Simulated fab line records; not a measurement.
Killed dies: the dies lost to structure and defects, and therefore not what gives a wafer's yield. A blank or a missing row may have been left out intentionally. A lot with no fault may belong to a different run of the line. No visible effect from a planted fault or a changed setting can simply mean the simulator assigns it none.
Chamber matching -- flow sky130 -- 3 sister chambers for SKY_VIA4_CMP_02 on cmp-01
The step polishes SiO2. 3 wafers are shown with their chamber, then 8 later ones without.

WAFERS WITH THEIR CHAMBER
wafer,chamber,motorCurrentA (A)
L087.5,1,11.3
L088.4,0,13.1
L090.1,2,10.9

WAFERS WITHOUT THEIR CHAMBER
wafer,motorCurrentA (A)
L090.6,12.8
L092.3,10.8
L092.4,13.2
L093.2,11.0
L093.3,12.5
L095.1,10.6
L095.2,11.5
L095.4,12.8

CHAMBER TAKEN BY EACH
wafer,from the rows above,in truth
L090.6,0,0
L092.3,can't be placed: 2 or 1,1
L092.4,0,0
L093.2,can't be placed: 2 or 1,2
L093.3,0,0
L095.1,can't be placed: 2 or 1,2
L095.2,can't be placed: 1 or 2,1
L095.4,0,0
Correctly placed: 4 of 8. Cannot be placed on the basis of these rows: 4; the candidates contain the true chamber in 4. Number placed wrongly: 0.
How it was worked out, from the rows above alone: a wafer's distance from a chamber is the root of the sum, over the readings, of the square of ((its reading less the chamber's mean) divided by the reading's scatter). If the next closest chamber is less than 2 further off than the closest, the wafer can't be placed; otherwise it belongs to the closest. For every chamber, the mean is computed from those of its wafers that are shown. The scatter: root of mean squared gap, hidden wafer to nearest shown wafer, with one shown wafer a chamber.
